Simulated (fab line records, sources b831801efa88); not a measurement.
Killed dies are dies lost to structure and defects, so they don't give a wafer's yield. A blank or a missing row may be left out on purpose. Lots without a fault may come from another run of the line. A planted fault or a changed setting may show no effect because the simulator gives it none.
fab line records | flow sky130
record lots=6 wafers=18 last_day=50
route steps=708 shown LDD_HVN@274 LDD_HVP@278 LDD_LDN@289 SPACER@304 POLY_CUT@307 PAD_OPEN@708
lots that met no fault: from a run of the same line without faults
start_h: hours from the record's first day to the start of the lot's first wafer shown | wait_h: hours since the lot's step before | " the same as in the row above | L1.1+2: a row that stands for several wafers | - no value, or no start given | * or withheld: withheld | < > ~ a bound
route shown NAME@n: a module of which the file shows steps, and the number in the route of the first | usual: mean/standard deviation of fault-free wafers | same: alike in all rows | chamber/n: place in a boat | sites: the reading at each site | _std_site: their standard deviation | _edge_site: outer sites' mean less inner sites' | radius_mm: how far each site lies from the wafer's centre | mask NAME#n: copy n | behind: the tool/chamber that last shaped the wafer | hold: why the lot was held/for how many hours/how that ended | device: the transistor (n, p or np) that didn't switch | end of line: the same wafers' tests at the end of the route | a step without rows: its recipe alone | killed: dies lost to structure and defects at the first sort, not the wafer's yield | map: a wafer's dies, x killed, . not, _ none there
set.NAME: the setting as run; set.NAME@STEP: as run at that earlier step | model.NAME: the simulator's own value behind a step, which no gauge read
lots at some steps of the route; a table a step, a row a wafer
services: from which hour (start_h, from the record's first day; less than 0 if before it) a tool's chamber was out of use, for how many hours, and why
## steps
# step SKY_LDD_HVN_OVL_MEAS_07
# usual LDD_HVN_OVL=0.2/1.3
# columns lot.wafer tool chamber start_h wait_h LDD_HVN_OVL[nm]
L587.2 overlay-02 - 488.40 0.1 -1.2
L587.3 " - " " 0.5
L587.6 " - " " 0.1
L593.3 overlay-01 - 546.84 0.1 0.6
L593.4 " - " " -0.3
L593.5 " - " " -1.4
L594.1 overlay-01 - 555.23 0.1 -0.1
L594.3 " - " " 0.2
L594.4 " - " " -2.0
L596.1 overlay-02 - 569.13 0.1 -1.3
L596.2 " - " " 1.1
L596.6 " - " " 1.8
L597.1 overlay-01 - 581.53 0.1 0.9
L597.3 " - " " 0.5
L597.5 " - " " 1.1
L607.1 overlay-01 - 681.69 0.1 -0.1
L607.2 " - " " 0.3
L607.4 " - " " -0.1
# step SKY_LDD_HVN_IMPLANT_08
# recipe species=P energy_kev=60 dose_cm2=3e+13 tilt_deg=40
# step SKY_LDD_HVN_STRIP_09
# recipe chemistry=O2/N2 power_w=1400 pressure_mtorr=1500 platen_temp_c=withheld o2_flow_sccm=3000 n2_flow_sccm=300 overash_fraction=0.5
# usual drypump_motor_current_A=5.8/0.46 oes_product_au=0.408/0.0047 strip_time_to_endpoint_s=4.136/0.017
# columns lot.wafer tool chamber start_h wait_h drypump_motor_current_A oes_product_au rf_hours_counter_h strip_time_to_endpoint_s
L587.2 plasma_asher-01 1 488.58 0.1 5.7 0.400 6 4.127
L587.3 " 1 " " 5.7 0.403 - 4.115
L587.6 " 1 " " 5.6 0.399 - 4.127
L593.3 plasma_asher-03 1 547.05 0.1 6.0 0.407 - 4.152
L593.4 " 0 " " 5.2 0.411 - 4.131
L593.5 " 0 " " 5.2 0.414 - 4.110
L594.1 plasma_asher-03 1 555.42 0.1 6.1 0.410 84 4.127
L594.3 " 1 " " 6.1 0.396 - 4.128
L594.4 " 0 " " 5.2 0.408 - 4.144
L596.1 plasma_asher-01 1 569.32 0.1 5.6 0.415 14 4.149
L596.2 " 0 " " 6.3 0.411 14 4.155
L596.6 " 1 " " 5.7 0.414 - 4.157
L597.1 plasma_asher-04 1 581.72 0.1 5.2 0.406 78 4.114
L597.3 " 1 " " 5.2 0.413 - 4.108
L597.5 " 1 " " 5.2 0.400 - 4.102
L607.1 plasma_asher-01 1 681.88 0.1 5.7 0.406 26 4.152
L607.2 " 0 " " 6.3 0.410 26 4.126
L607.4 " 0 " " 6.3 0.405 - 4.152
# step SKY_LDD_HVN_TW_MEAS_10
# usual LDD_HVN_TW=1448/19
# columns lot.wafer tool chamber start_h wait_h LDD_HVN_TW
L587.2 film_metro-04 - 488.69 0.1 1460
L587.3 " - " " 1450
L587.6 " - " " 1460
L593.3 film_metro-01 - 547.14 0.1 1468
L593.4 " - " " 1470
L593.5 " - " " 1469
L594.1 film_metro-04 - 555.52 0.1 1448
L594.3 " - " " 1436
L594.4 " - " " 1437
L596.1 film_metro-01 - 569.42 0.1 1446
L596.2 " - " " 1459
L596.6 " - " " 1456
L597.1 film_metro-01 - 581.82 0.1 1467
L597.3 " - " " 1459
L597.5 " - " " 1463
L607.1 film_metro-03 - 681.98 0.1 1407
L607.2 " - " " 1417
L607.4 " - " " 1421
# step SKY_LDD_HVP_DEHYDRATE_00
# recipe temp_c=200 time_s=60
# step SKY_LDD_HVP_HMDS_01
# recipe prime_time_s=60 prime_temp_c=120
# step SKY_LDD_HVP_COAT_02
# recipe resist=NOVOLAK spin_rpm=3000 resist_thk_nm=300
# step SKY_LDD_HVP_SOFTBAKE_03
# recipe temp_c=90 time_s=60 resist=NOVOLAK
# step SKY_LDD_HVP_EXPOSE_04
# recipe mask_id=HVPTM na=0.6 source_shape=conventional sigma_outer=0.6 polarization=unpolarized target_cd_nm=700 dose_mj=86
# step SKY_LDD_HVP_PEB_05
# recipe temp_c=withheld time_s=* resist=NOVOLAK
# step SKY_LDD_HVP_DEVELOP_06
# recipe resist=NOVOLAK developer=TMAH develop_time_s=60 dev_temp_c=23
# step SKY_LDD_HVP_OVL_MEAS_07
# usual LDD_HVP_OVL=-0.3/1.2
# columns lot.wafer tool chamber start_h wait_h LDD_HVP_OVL[nm]
L587.2 overlay-01 - 518.18 0.1 -1.2
L587.3 " - " " -1.7
L587.6 " - " " -3.2
L593.3 overlay-02 - 576.79 0.1 -1.4
L593.4 " - " " 0.9
L593.5 " - " " -0.2
L594.1 overlay-02 - 585.38 0.1 1.0
L594.3 " - " " 0.0
L594.4 " - " " 0.4
L596.1 overlay-02 - 598.68 0.1 -2.2
L596.2 " - " " 0.7
L596.6 " - " " 1.0
L597.1 overlay-01 - 610.28 0.1 0.8
L597.3 " - " " 1.5
L597.5 " - " " 1.5
L607.1 overlay-01 - 709.68 0.1 2.2
L607.2 " - " " 0.2
L607.4 " - " " 1.7
# step SKY_LDD_HVP_IMPLANT_08
# recipe species=B energy_kev=20 dose_cm2=1.7e+13 tilt_deg=17.9
# columns lot.wafer tool chamber start_h wait_h
L587.2+3+6 implanter-02 0 518.24 0.0
L593.3+4+5 implanter-04 0 576.87 0.1
L594.1+3+4 implanter-03 0 585.42 0.0
L596.1+2+6 implanter-03 0 598.72 0.0
L597.1+3+5 implanter-03 0 610.31 0.0
L607.1+2+4 implanter-04 0 709.72 0.0
# step SKY_LDD_HVP_STRIP_09
# recipe chemistry=O2/N2 power_w=1400 pressure_mtorr=1500 platen_temp_c=withheld o2_flow_sccm=3000 n2_flow_sccm=300 overash_fraction=0.5
# usual drypump_motor_current_A=5.6/0.53 oes_product_au=0.409/0.005 strip_time_to_endpoint_s=4.134/0.015
# columns lot.wafer tool chamber start_h wait_h drypump_motor_current_A oes_product_au rf_hours_counter_h strip_time_to_endpoint_s
L587.2 plasma_asher-02 1 518.36 0.1 6.1 0.416 39 4.151
L587.3 " 0 " " 5.0 0.410 - 4.134
L587.6 " 1 " " 6.1 0.412 - 4.129
L593.3 plasma_asher-02 1 577.00 0.1 6.1 0.406 - 4.136
L593.4 " 0 " " 5.0 0.417 - 4.129
L593.5 " 1 " " 6.1 0.401 - 4.135
L594.1 plasma_asher-01 1 585.57 0.1 5.7 0.412 15 4.154
L594.3 " 1 " " 5.7 0.401 - 4.129
L594.4 " 0 " " 6.4 0.405 - 4.154
L596.1 plasma_asher-01 1 598.92 0.2 5.6 0.405 17 4.145
L596.2 " 0 " " 6.4 0.406 17 4.147
L596.6 " 1 " " 5.6 0.419 - 4.130
L597.1 plasma_asher-02 1 610.46 0.1 6.1 0.408 47 4.130
L597.3 " 0 " " 5.0 0.412 - 4.152
L597.5 " 0 " " 5.0 0.415 - 4.110
L607.1 plasma_asher-04 1 709.87 0.1 5.2 0.410 89 4.146
L607.2 " 0 " " 5.0 0.411 89 4.120
L607.4 " 0 " " 5.0 0.412 - 4.147
# step SKY_LDD_HVP_TW_MEAS_10
# usual LDD_HVP_TW=457/7.5
# columns lot.wafer tool chamber start_h wait_h LDD_HVP_TW
L587.2 film_metro-01 - 518.47 0.1 463
L587.3 " - " " 464
L587.6 " - " " 465
L593.3 film_metro-01 - 577.09 0.1 465
L593.4 " - " " 464
L593.5 " - " " 463
L594.1 film_metro-03 - 585.67 0.1 448
L594.3 " - " " 449
L594.4 " - " " 445
L596.1 film_metro-02 - 599.02 0.1 458
L596.2 " - " " 458
L596.6 " - " " 458
L597.1 film_metro-01 - 610.56 0.1 464
L597.3 " - " " 466
L597.5 " - " " 463
L607.1 film_metro-03 - 709.97 0.1 450
L607.2 " - " " 449
L607.4 " - " " 447
# step SKY_LDD_LDN_DEHYDRATE_00
# recipe temp_c=200 time_s=60
# step SKY_LDD_LDN_HMDS_01
# recipe prime_time_s=60 prime_temp_c=120
# step SKY_LDD_LDN_COAT_02
# recipe resist=NOVOLAK spin_rpm=3000 resist_thk_nm=1140
# step SKY_LDD_LDN_SOFTBAKE_03
# recipe temp_c=90 time_s=60 resist=NOVOLAK
# step SKY_LDD_LDN_EXPOSE_04
# recipe mask_id=LDNTM na=0.6 source_shape=conventional sigma_outer=0.6 polarization=unpolarized target_cd_nm=700 dose_mj=140
# step SKY_LDD_LDN_PEB_05
# recipe temp_c=withheld time_s=* resist=NOVOLAK
# step SKY_LDD_LDN_DEVELOP_06
# recipe resist=NOVOLAK developer=TMAH develop_time_s=60 dev_temp_c=23
# step SKY_LDD_LDN_OVL_MEAS_07
# usual LDD_LDN_OVL=1.2/1.3
# columns lot.wafer tool chamber start_h wait_h LDD_LDN_OVL[nm]
L587.2 overlay-01 - 547.54 0.1 1.6
L587.3 " - " " 2.8
L587.6 " - " " 2.6
L593.3 overlay-01 - 605.95 0.1 1.3
L593.4 " - " " 0.9
L593.5 " - " " 2.4
L594.1 overlay-01 - 614.43 0.1 0.0
L594.3 " - " " 2.8
L594.4 " - " " 1.6
L596.1 overlay-01 - 627.13 0.1 0.1
L596.2 " - " " 2.1
L596.6 " - " " 2.5
L597.1 overlay-02 - 639.74 0.1 0.1
L597.3 " - " " 1.4
L597.5 " - " " 0.6
L607.1 overlay-02 - 737.13 0.1 2.3
L607.2 " - " " 3.7
L607.4 " - " " 2.5
# step SKY_LDD_LDN_IMPLANT_08
# recipe species=As energy_kev=15 dose_cm2=1.25e+13 tilt_deg=withheld rotation_deg=23
# step SKY_LDD_LDN_IMPLANT_09
# recipe species=As energy_kev=15.17 dose_cm2=1.25e+13 tilt_deg=withheld rotation_deg=113
# step SKY_LDD_LDN_IMPLANT_10
# recipe species=As energy_kev=15 dose_cm2=1.25e+13 tilt_deg=withheld rotation_deg=203
# step SKY_LDD_LDN_IMPLANT_11
# recipe species=As energy_kev=15 dose_cm2=1.25e+13 tilt_deg=withheld rotation_deg=293
# step SKY_LDD_LDN_STRIP_12
# recipe chemistry=O2/N2 power_w=1400 pressure_mtorr=1500 platen_temp_c=withheld o2_flow_sccm=3000 n2_flow_sccm=300 overash_fraction=0.5
# usual drypump_motor_current_A=5.7/0.49 oes_product_au=0.716/0.0045 strip_time_to_endpoint_s=14.19/0.037
# columns lot.wafer tool chamber start_h wait_h drypump_motor_current_A oes_product_au rf_hours_counter_h strip_time_to_endpoint_s
L587.2 plasma_asher-02 1 548.17 0.1 6.1 0.714 42 14.22
L587.3 " 1 " " 6.1 0.706 - 14.16
L587.6 " 0 " " 5.0 0.711 - 14.16
L593.3 plasma_asher-03 1 606.61 0.1 6.1 0.712 - 14.21
L593.4 " 0 " " 5.2 0.713 - 14.24
L593.5 " 0 " " 5.2 0.708 - 14.25
L594.1 plasma_asher-03 1 615.07 0.1 6.1 0.716 90 14.19
L594.3 " 0 " " 5.2 0.719 - 14.22
L594.4 " 1 " " 6.1 0.719 - 14.19
L596.1 plasma_asher-03 0 627.76 0.1 5.2 0.724 91 14.12
L596.2 " 1 " " 6.1 0.721 91 14.16
L596.6 " 0 " " 5.2 0.721 - 14.17
L597.1 plasma_asher-02 1 640.38 0.1 6.1 0.715 50 14.21
L597.3 " 1 " " 6.1 0.715 - 14.24
L597.5 " 1 " " 6.1 0.720 - 14.19
L607.1 plasma_asher-02 1 737.76 0.1 6.1 0.715 60 14.16
L607.2 " 0 " " 5.0 0.708 60 14.16
L607.4 " 0 " " 5.0 0.719 - 14.15
# step SKY_LDD_LDN_TW_MEAS_13
# usual LDD_LDN_TW=1481/15
# columns lot.wafer tool chamber start_h wait_h LDD_LDN_TW
L587.2 film_metro-04 - 548.28 0.1 1484
L587.3 " - " " 1485
L587.6 " - " " 1482
L593.3 film_metro-02 - 606.70 0.1 1480
L593.4 " - " " 1497
L593.5 " - " " 1491
L594.1 film_metro-04 - 615.17 0.1 1484
L594.3 " - " " 1490
L594.4 " - " " 1476
L596.1 film_metro-02 - 627.86 0.1 1487
L596.2 " - " " 1494
L596.6 " - " " 1497
L597.1 film_metro-02 - 640.48 0.1 1496
L597.3 " - " " 1486
L597.5 " - " " 1497
L607.1 film_metro-02 - 737.86 0.1 1499
L607.2 " - " " 1495
L607.4 " - " " 1493
# step SKY_LDD_LDN_CLEAN_14
# recipe chemistry=SC1/SC2 mix=1:4:20 temp_c=70 time_s=150 dry=n2_spin
# step SKY_SPACER_CVD_00
# recipe material=Si3N4 precursor=DCS/NH3 target_thk_nm=43.1 temp_c=770 time_s=740 pressure_mtorr=250
# step SKY_SPACER_THK_MEAS_01
# recipe reads=Si3N4_of_SPACER_CVD_00
# usual SPACER_CVD_00_THK=43.1/0.49
# columns lot.wafer tool chamber start_h wait_h SPACER_CVD_00_THK[nm]
L587.2 film_metro-01 - 549.64 0.0 43.4
L587.3 " - " " 43.4
L587.6 " - " " 43.3
L593.3 film_metro-01 - 608.55 0.0 43.5
L593.4 " - " " 43.4
L593.5 " - " " 43.3
L594.1 film_metro-01 - 616.48 0.0 43.5
L594.3 " - " " 43.0
L594.4 " - " " 43.1
L596.1 film_metro-02 - 629.18 0.0 43.6
L596.2 " - " " 43.4
L596.6 " - " " 43.8
L597.1 film_metro-01 - 646.86 0.0 42.3
L597.3 " - " " 42.2
L597.5 " - " " 42.2
L607.1 film_metro-02 - 739.18 0.0 43.1
L607.2 " - " " 43.4
L607.4 " - " " 43.5
# step SKY_SPACER_ETCHBACK_02
# recipe chemistry=CH3F/O2 target=Si3N4 stop_on=SiO2 source_w=400 bias_w=80 pressure_mtorr=25 ch3f_flow_sccm=40 O2_flow_sccm=30 time_s=46.7 target_depth_a=450
# usual drypump_motor_current_A=5.8/0.57 oes_product_au=0.854/0.0071 rf_fwd_power_W=396.1/1.6 throttle_valve_pct=10.563/0.0088
# columns lot.wafer tool chamber start_h wait_h drypump_motor_current_A oes_product_au rf_fwd_power_W rf_hours_counter_h throttle_valve_pct
L587.2 rie_diel-03 0 549.69 0.0 5.7 0.852 397.1 21 10.575
L587.3 " 2 " " 6.0 0.860 396.3 7 10.568
L587.6 " 3 " " 6.3 0.852 399.1 - 10.583
L593.3 rie_diel-03 1 608.59 0.0 6.0 0.869 395.0 18 10.568
L593.4 " 2 " " 6.0 0.861 394.8 8 10.571
L593.5 " 2 " " 6.0 0.850 394.1 - 10.570
L594.1 rie_diel-02 3 616.54 0.1 4.7 0.863 392.2 49 10.570
L594.3 " 0 " " 4.8 0.853 394.4 65 10.573
L594.4 " 2 " " 5.4 0.841 395.7 44 10.573
L596.1 rie_diel-03 3 629.24 0.1 6.3 0.863 397.9 1 10.572
L596.2 " 1 " " 6.0 0.861 397.9 18 10.565
L596.6 " 0 " " 5.7 0.860 397.1 - 10.563
L597.1 rie_diel-02 2 646.92 0.1 5.4 0.845 396.7 44 10.554
L597.3 " 3 " " 4.7 0.850 394.2 50 10.562
L597.5 " 3 " " 4.7 0.848 393.0 - 10.558
L607.1 rie_diel-02 3 739.24 0.1 4.7 0.850 394.9 0 10.560
L607.2 " 1 " " 6.5 0.849 397.1 10 10.552
L607.4 " 0 " " 4.8 0.861 394.1 - 10.565
# step SKY_POLY_CUT_DEHYDRATE_00
# recipe temp_c=200 time_s=60
# step SKY_POLY_CUT_HMDS_01
# recipe prime_time_s=60 prime_temp_c=120
# step SKY_POLY_CUT_COAT_02
# recipe resist=BARC temp_c=withheld time_s=withheld spin_rpm=3000 resist_thk_nm=60
# step SKY_POLY_CUT_COAT_03
# recipe resist=KrF-thick spin_rpm=3000 resist_thk_nm=450
# step SKY_POLY_CUT_SOFTBAKE_04
# recipe temp_c=100 time_s=90 resist=KrF-thick
# step SKY_POLY_CUT_EXPOSE_05
# recipe mask_id=NPCM na=0.8 source_shape=annular sigma_inner=0.55 sigma_outer=0.85 target_cd_nm=270 dose_mj=32
# step SKY_POLY_CUT_PEB_06
# recipe peb_temp_c=withheld peb_time_s=withheld resist=KrF-thick
# step SKY_POLY_CUT_DEVELOP_07
# recipe develop_time_s=60 resist=KrF-thick dev_temp_c=21
# step SKY_POLY_CUT_CD_MEAS_08
# recipe target_cd_nm=270
# usual cd_nm=270.1/1.7
# columns lot.wafer tool chamber start_h wait_h cd_nm
L587.2 cd_sem-01 - 580.11 - 272.8
L587.3 " - " " 270.7
L587.6 " - " " 269.9
L593.3 cd_sem-01 - 637.12 - 266.7
L593.4 " - " " 267.7
L593.5 " - " " 267.0
L594.1 cd_sem-02 - 645.23 - 270.2
L594.3 " - " " 268.4
L594.4 " - " " 269.0
L596.1 cd_sem-02 - 657.08 - 269.1
L596.2 " - " " 270.0
L596.6 " - " " 267.9
L597.1 cd_sem-01 - 674.58 - 270.2
L597.3 " - " " 270.6
L597.5 " - " " 268.8
L607.1 cd_sem-02 - 766.43 - 271.5
L607.2 " - " " 271.6
L607.4 " - " " 271.5
# step SKY_PAD_OPEN_PROBE_99
# usual killed_at_M0_to_M3=45/6.8 killed_at_M4_up=3.1/2 killed_at_contacts=23/5.2 killed_at_front_end=14/3.7 killed_at_other=0.3/0.61 killed_dies=86/9 killed_open=46/6.9 killed_short=39/6.4
# same gross_dies=492 killed_at_back_side=0
# columns lot.wafer tool chamber start_h wait_h killed_at_M0_to_M3 killed_at_M4_up killed_at_contacts killed_at_front_end killed_at_other killed_dies killed_open killed_short model.etest.tip_p_5v.rs_ohm_sq_range
L587.2 prober-02 - 1089.00 0.1 44 2 28 13 0 87 49 38 71.26
L587.3 prober-02 - 1089.05 0.2 46 3 15 22 1 87 50 36 57.67
L587.6 prober-02 - 1089.20 0.2 33 2 19 18 0 72 35 37 74.9
L593.3 prober-02 - 1127.39 0.2 43 3 25 16 0 87 37 50 78.78
L593.4 prober-02 - 1127.44 0.2 48 6 18 17 0 89 44 45 40.5
L593.5 prober-02 - 1127.49 0.2 39 3 20 13 2 77 43 34 74.3
L594.1 prober-01 - 1134.00 0.1 39 3 26 15 0 83 45 38 53.76
L594.3 prober-01 - 1134.10 0.2 41 0 18 13 1 73 45 28 65.93
L594.4 prober-01 - 1134.15 0.2 58 5 25 16 0 104 60 44 107.9
L596.1 prober-01 - 1141.25 0.1 36 4 24 17 0 81 37 43 247.2
L596.2 prober-01 - 1141.30 0.1 42 4 21 11 1 79 41 38 329.5
L596.6 prober-01 - 1141.50 0.2 45 3 23 12 1 84 34 50 296.5
L597.1 prober-02 - 1151.36 0.1 53 1 34 12 0 100 52 48 256.6
L597.3 prober-02 - 1151.46 0.2 53 4 16 15 0 88 51 34 246
L597.5 prober-02 - 1151.56 0.2 45 4 26 8 0 83 47 36 314.1
L607.1 prober-02 - 1209.11 0.1 41 5 21 12 1 80 44 36 98.54
L607.2 prober-02 - 1209.16 0.1 45 4 27 13 0 89 57 31 79.56
L607.4 prober-02 - 1209.26 0.2 57 4 25 16 0 102 49 52 62.87
# killed by level:class
L587.2 CONTACT:geometric_particle:open=10 LI_CONTACT:geometric_particle:open=8 VIA1:geometric_particle:open=7 METAL1:geometric_particle:short=7 METAL2:geometric_particle:short=6 VIA3:geometric_particle:open=6 VIA2:geometric_particle:open=6 FIELD_ISO:geometric_particle:open=5
L587.3 METAL1:geometric_particle:short=10 VIA1:geometric_particle:open=9 VIA1:geometric_particle:short=8 CONTACT:geometric_particle:open=8 VIA2:geometric_particle:open=7 FIELD_ISO:geometric_particle:open=6 POLY_GATE:geometric_particle:open=6 VIA3:geometric_particle:open=6
L587.6 VIA1:geometric_particle:open=9 FIELD_ISO:geometric_particle:short=7 CONTACT:geometric_particle:open=7 FIELD_ISO:geometric_particle:open=6 METAL2:geometric_particle:short=5 VIA1:geometric_particle:short=4 VIA3:geometric_particle:open=3 VIA3:geometric_particle:short=3
L593.3 CONTACT:geometric_particle:open=10 VIA1:geometric_particle:short=10 VIA1:geometric_particle:open=9 METAL2:geometric_particle:short=7 METAL1:geometric_particle:short=6 LOCAL_INTERCONNECT:geometric_particle:short=5 FIELD_ISO:geometric_particle:short=4 POLY_GATE:geometric_particle:open=4
L593.4 CONTACT:geometric_particle:open=11 VIA2:geometric_particle:short=10 METAL1:geometric_particle:short=9 FIELD_ISO:geometric_particle:open=7 VIA1:geometric_particle:open=7 LI_CONTACT:geometric_particle:open=5 METAL2:geometric_particle:short=5 FIELD_ISO:geometric_particle:short=4
L593.5 VIA1:geometric_particle:open=8 VIA3:geometric_particle:open=7 CONTACT:geometric_particle:open=7 LOCAL_INTERCONNECT:geometric_particle:short=6 LI_CONTACT:geometric_particle:open=5 METAL1:geometric_particle:short=5 VIA2:geometric_particle:short=5 VIA2:geometric_particle:open=5
L594.1 CONTACT:geometric_particle:open=9 VIA1:geometric_particle:open=9 METAL1:geometric_particle:short=8 FIELD_ISO:geometric_particle:open=6 CONTACT:geometric_particle:short=6 LI_CONTACT:geometric_particle:short=5 LI_CONTACT:geometric_particle:open=5 VIA2:geometric_particle:open=5
L594.3 VIA1:geometric_particle:open=11 CONTACT:geometric_particle:open=8 VIA2:geometric_particle:open=8 LI_CONTACT:geometric_particle:open=6 METAL1:geometric_particle:short=4 VIA1:geometric_particle:short=4 POLY_GATE:geometric_particle:short=3 METAL3:geometric_particle:short=3
L594.4 CONTACT:geometric_particle:open=12 VIA1:geometric_particle:open=11 VIA3:geometric_particle:open=10 VIA2:geometric_particle:open=9 METAL2:geometric_particle:short=7 LI_CONTACT:geometric_particle:open=6 METAL1:geometric_particle:short=5 VIA1:geometric_particle:short=5
L596.1 CONTACT:geometric_particle:open=9 VIA2:geometric_particle:open=8 FIELD_ISO:geometric_particle:short=6 LI_CONTACT:geometric_particle:open=6 CONTACT:geometric_particle:short=6 VIA1:geometric_particle:open=6 VIA1:geometric_particle:short=5 POLY_GATE:geometric_particle:short=5
L596.2 VIA1:geometric_particle:open=11 METAL2:geometric_particle:short=7 CONTACT:geometric_particle:open=6 VIA2:geometric_particle:open=6 FIELD_ISO:geometric_particle:short=5 LI_CONTACT:geometric_particle:open=5 VIA1:geometric_particle:short=5 LOCAL_INTERCONNECT:geometric_particle:short=4
L596.6 METAL1:geometric_particle:short=11 CONTACT:geometric_particle:short=7 LI_CONTACT:geometric_particle:open=7 VIA1:geometric_particle:open=7 VIA1:geometric_particle:short=6 METAL2:geometric_particle:short=6 LOCAL_INTERCONNECT:geometric_particle:short=5 FIELD_ISO:geometric_particle:open=4
L597.1 CONTACT:geometric_particle:open=14 VIA1:geometric_particle:open=12 CONTACT:geometric_particle:short=7 METAL2:geometric_particle:short=7 VIA3:geometric_particle:open=6 LOCAL_INTERCONNECT:geometric_particle:short=5 METAL1:geometric_particle:short=5 VIA1:geometric_particle:short=5
L597.3 VIA1:geometric_particle:open=18 METAL1:geometric_particle:short=7 METAL2:geometric_particle:short=6 POLY_GATE:geometric_particle:open=6 VIA3:geometric_particle:open=6 CONTACT:geometric_particle:open=5 LI_CONTACT:geometric_particle:open=4 LOCAL_INTERCONNECT:geometric_particle:short=4
L597.5 VIA2:geometric_particle:open=10 VIA1:geometric_particle:open=9 CONTACT:geometric_particle:open=8 LI_CONTACT:geometric_particle:open=7 METAL1:geometric_particle:short=7 VIA3:geometric_particle:open=6 LOCAL_INTERCONNECT:geometric_particle:short=5 METAL2:geometric_particle:short=4
L607.1 LI_CONTACT:geometric_particle:open=12 VIA3:geometric_particle:open=10 VIA2:geometric_particle:short=7 VIA1:geometric_particle:open=7 VIA3:geometric_particle:short=5 CONTACT:geometric_particle:open=4 METAL2:geometric_particle:short=4 FIELD_ISO:geometric_particle:open=3
L607.2 VIA3:geometric_particle:open=12 CONTACT:geometric_particle:open=11 VIA1:geometric_particle:open=11 FIELD_ISO:geometric_particle:open=6 LI_CONTACT:geometric_particle:open=6 LOCAL_INTERCONNECT:geometric_particle:short=5 VIA1:geometric_particle:short=5 VIA2:geometric_particle:open=5
L607.4 METAL2:geometric_particle:short=11 VIA1:geometric_particle:open=10 VIA2:geometric_particle:open=9 CONTACT:geometric_particle:open=8 VIA3:geometric_particle:open=7 FIELD_ISO:geometric_particle:short=5 LI_CONTACT:geometric_particle:open=5 LI_CONTACT:geometric_particle:short=5
## services
# columns tool chamber start_h hours kind
implanter-04 - 471.85 1.4 repair
rie_diel-03 - 477.62 1.0 repair
plasma_asher-03 - 485.90 5.9 repair
rie_diel-03 2 501.07 7.3 repair
rie_diel-03 - 506.39 1.2 repair
implanter-03 - 511.10 1.0 repair
plasma_asher-02 - 514.41 2.8 pm
plasma_asher-04 - 537.89 0.5 repair
implanter-03 - 544.17 4.4 pm
plasma_asher-01 - 545.91 7.1 repair
rie_diel-02 3 579.74 8.3 repair
plasma_asher-02 - 581.25 0.8 repair
rie_diel-02 0 587.65 8.8 repair
plasma_asher-02 - 589.04 14.1 repair
implanter-03 - 612.02 6.7 repair
implanter-03 - 620.62 0.8 repair
implanter-03 - 636.59 1.9 pm
rie_diel-03 1 654.45 6.3 repair
rie_diel-02 1 690.14 5.1 repair
rie_diel-03 2 698.71 11.2 repair
rie_diel-03 1 704.00 3.0 repair
rie_diel-03 0 720.43 1.3 repair
plasma_asher-03 - 733.75 9.0 pm
rie_diel-02 - 738.15 0.9 repair
## key
first_sign none at tools or gauges
model_effect step=SKY_PAD_OPEN_PROBE_99 value=etest.tip_p_5v.rs_ohm_sq_range without=79.08 struck=281.7
met_at SKY_LDD_HVP_IMPLANT_08
struck_wafers L596.1,L596.2,L596.6,L597.1,L597.3,L597.5
tester_left_out L596,L597
onset_between 585.42 598.72
fault kind=process_parameter_drift tool=implanter-03 chamber=- onset_h=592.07 steps=SKY_LDD_HVP_IMPLANT_08 channel=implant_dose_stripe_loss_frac offset=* shape=step end_h=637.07
# tester_left_out: of these lots the tester's yield and bins aren't shown, on N5 and GAA mostly nor the transistor test; their killed dies are dies lost to structure and defects alone, not to doping, threshold or leakage, so they don't give the yield
